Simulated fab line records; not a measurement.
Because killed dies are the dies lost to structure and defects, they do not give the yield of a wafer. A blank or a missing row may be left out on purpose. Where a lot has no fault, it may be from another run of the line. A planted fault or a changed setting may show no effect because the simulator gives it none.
Which tool was responsible?	flow gf180mcu	39 wafers from 13 lots sampled at 6 of the route's 602 steps

WHAT THE GAUGES SHOWED, per wafer
GF_NWELL_TW_MEAS_11. Usual: NWELL_TW gives 1593 (standard deviation 13).
lot	measured	on	NWELL_TW	flag
L105	day 3 17:45	film-metro-02	1574 1578 1577	
L107	day 4 06:23	film-metro-02	1588 1589 1584	
L108	day 4 11:50	film-metro-02	1586 1586 1582	
L109	day 4 16:29	film-metro-02	1589 1585 1585	
L110	day 4 22:39	film-metro-02	1591 1585 1588	
L112	day 5 10:47	film-metro-01	1599 1603 1608	
L113	day 5 17:31	film-metro-01	1598 1599 1592	
L114	day 5 20:46	film-metro-01	1606 1605 1603	
L121	day 7 09:40	film-metro-01	1594 1588 1600	
L122	day 7 14:56	film-metro-01	1606 1605 1602	
L123	day 7 20:13	film-metro-02	1581 1592 1569	
L124	day 8 02:49	film-metro-01	1607 1612 1607	
L125	day 8 06:26	film-metro-01	1613 1614 1606	

GF_HV_LDD_TW_MEAS_11. Usual: HV_LDD_TW gives 2426 (standard deviation 24).
lot	measured	on	HV_LDD_TW	flag
L105	day 10 13:49	film-metro-04	2408 2403 2396	
L107	day 11 06:15	film-metro-02	2402 2406 2415	
L108	day 11 14:11	film-metro-01	2465 2463 2464	
L109	day 11 20:21	film-metro-04	2414 2406 2424	
L110	day 12 04:04	film-metro-04	2405 2413 2408	
L112	day 12 21:22	film-metro-04	2520 2523 2518	OFF
L113	day 13 04:59	film-metro-04	2515 2511 2540	OFF
L114	day 13 07:55	film-metro-01	2477 2462 2465	
L121	day 15 10:31	film-metro-01	2452 2467 2456	
L122	day 15 20:03	film-metro-02	2407 2421 2419	
L123	day 16 05:14	film-metro-01	2450 2457 2474	
L124	day 16 11:53	film-metro-04	2402 2412 2407	
L125	day 16 16:24	film-metro-02	2405 2416 2425	

GF_HV_LDD_RS_MEAS_53: measurement is done with a four-point probe. Usual: HV_LDD_RS gives 417.8 ohm/sq (standard deviation 0.94).
lot	measured	on	HV_LDD_RS (ohm/sq)	flag
L105	day 13 00:07	film-metro-04	418.6 417.0 417.4	
L107	day 13 17:59	film-metro-02	416.8 418.0 416.3	
L108	day 14 03:40	film-metro-01	419.4 418.4 418.5	
L109	day 14 10:08	film-metro-04	416.6 416.6 416.2	
L110	day 14 18:24	film-metro-02	416.3 416.8 417.1	
L112	day 15 11:49	film-metro-02	414.4 413.5 414.7	OFF
L113	day 15 20:07	film-metro-04	414.2 414.0 414.2	OFF
L114	day 16 00:12	film-metro-02	418.4 417.8 418.5	
L121	day 18 07:24	film-metro-04	420.0 419.6 420.3	
L122	day 18 16:47	film-metro-04	419.6 417.8 419.5	
L123	day 19 03:55	film-metro-01	416.6 417.4 416.8	
L124	day 19 10:09	film-metro-04	418.5 418.3 418.5	
L125	day 19 15:07	film-metro-02	418.5 419.2 418.2	

GF_CONTACT_BOW_MEAS_05. Usual: CONTACT_BOW gives 65 um (standard deviation 6.9).
lot	measured	on	CONTACT_BOW (um)	flag
L105	day 15 19:11	film-metro-04	57 65 67	
L107	day 16 15:19	film-metro-01	62 63 61	
L108	day 17 02:19	film-metro-01	79 77 66	
L109	day 17 10:56	film-metro-04	65 60 68	
L110	day 17 17:00	film-metro-01	68 68 66	
L112	day 18 12:05	film-metro-01	61 60 57	
L113	day 18 20:49	film-metro-04	69 57 60	
L114	day 19 00:53	film-metro-02	67 67 65	
L121	day 21 11:23	film-metro-02	70 64 59	
L122	day 21 21:07	film-metro-02	68 72 78	
L123	day 22 08:29	film-metro-02	56 53 69	
L124	day 22 14:06	film-metro-04	70 67 55	
L125	day 22 19:00	film-metro-02	65 63 71	

WHAT TOOL EACH LOT RAN ON (gives the tool, then ch and the chambers of the sampled wafers, and finally the start)
lot	GF_POLY_GATE_ETCH_13	GF_HV_LDD_IMPLANT_09
L105	rie-si-01 ch 0,3, day 9 18:44	implanter-02 ch 0, day 10 13:35
L107	rie-si-02 ch 0,1,3, day 10 09:42	implanter-04 ch 0, day 11 06:01
L108	rie-si-01 ch 0,1,2, day 10 17:42	implanter-02 ch 0, day 11 13:56
L109	rie-si-01 ch 0,1,2, day 10 23:45	implanter-03 ch 0, day 11 20:07
L110	rie-si-02 ch 0,1,2, day 11 07:39	implanter-02 ch 0, day 12 03:50
L112	rie-si-01 ch 1,2, day 11 23:41	implanter-04 ch 0, day 12 21:08
L113	rie-si-01 ch 2,3, day 12 06:56	implanter-04 ch 0, day 13 04:44
L114	rie-si-01 ch 1,2,3, day 12 10:11	implanter-03 ch 0, day 13 07:40
L121	rie-si-02 ch 1,2, day 14 10:36	implanter-02 ch 0, day 15 10:16
L122	rie-si-01 ch 0,2, day 14 19:26	implanter-04 ch 0, day 15 19:49
L123	rie-si-01 ch 0,1,3, day 15 04:47	implanter-04 ch 0, day 16 04:59
L124	rie-si-02 ch 2,3, day 15 10:26	implanter-02 ch 0, day 16 11:38
L125	rie-si-02 ch 0,1,2, day 15 15:56	implanter-03 ch 0, day 16 16:10
- GF_POLY_GATE_ETCH_13: etches poly-Si in HBr/Cl2, stops on SiO2, target depth 198.5 nm, time 69.6 s.
- GF_HV_LDD_IMPLANT_09

WHAT THE TOOLS THEMSELVES READ (means of the sampled wafers that have a number; where no wafer has one, the mark that the record gives instead)
GF_POLY_GATE_ETCH_13. Usual: HBr_flow_sccm 150.0 sccm, standard deviation 0.47; drypump-motor-current-A 6.0 A, standard deviation 0.3; oes-product-au 0.993 a.u., standard deviation 0.0077; throttle-valve-pct 33.683 %, standard deviation 0.0084.
lot	tool	HBr_flow_sccm (sccm)	drypump-motor-current-A (A)	oes-product-au (a.u.)	throttle-valve-pct (%)	flag
L105	rie-si-01	150.0	6.1	0.997	33.678	
L107	rie-si-02	150.4	6.1	1.007	33.686	
L108	rie-si-01	150.0	5.9	0.998	33.686	
L109	rie-si-01	150.3	5.9	0.982	33.684	
L110	rie-si-02	149.9	6.1	0.998	33.683	
L112	rie-si-01	149.9	5.7	0.984	33.682	
L113	rie-si-01	150.0	6.2	0.988	33.680	
L114	rie-si-01	150.0	5.9	0.986	33.675	
L121	rie-si-02	150.0	5.9	0.996	33.688	
L122	rie-si-01	150.3	6.2	0.989	33.686	
L123	rie-si-01	150.0	5.9	0.986	33.688	
L124	rie-si-02	149.2	6.0	0.985	33.687	
L125	rie-si-02	150.0	6.0	0.990	33.683	

GF_HV_LDD_IMPLANT_09. Usual: beam-energy-keV 40.002, standard deviation 0.012.
lot	tool	beam-energy-keV	flag
L105	implanter-02	39.999	
L107	implanter-04	40.000	
L108	implanter-02	39.992	
L109	implanter-03	40.005	
L110	implanter-02	40.005	
L112	implanter-04	47.081	OFF
L113	implanter-04	47.074	OFF
L114	implanter-03	39.997	
L121	implanter-02	39.999	
L122	implanter-04	39.995	
L123	implanter-04	40.005	
L124	implanter-02	40.007	
L125	implanter-03	40.018	

THE ANSWER, worked out from the rows above alone
Rule: a lot is off if the mean of its wafers that have a number lies more than 3 standard deviations from the usual mean. A lot without any number at a reading at which 4 lots or more have one is off too. The other lots that the step has rows for count as sound. The gauges are gone through in route order, then the tools' own readings, and for those a lot's mean is taken as printed above. At the first step where some lot is off, the reading lying furthest off is the one used; lots without a number count as furthest.
Off: L112, L113, at GF_HV_LDD_TW_MEAS_11 (HV_LDD_TW).
A tool fits if, at a process step before that reading, it ran every lot that is off, and no sound lot after the first of them. The gauges at GF_HV_LDD_TW_MEAS_11 aren't tried: what is off there is off at GF_HV_LDD_IMPLANT_09 too, on other tools, and a gauge's error can't cause that. None of those tried fits.

WHAT THE SIMULATOR HAD PUT IN
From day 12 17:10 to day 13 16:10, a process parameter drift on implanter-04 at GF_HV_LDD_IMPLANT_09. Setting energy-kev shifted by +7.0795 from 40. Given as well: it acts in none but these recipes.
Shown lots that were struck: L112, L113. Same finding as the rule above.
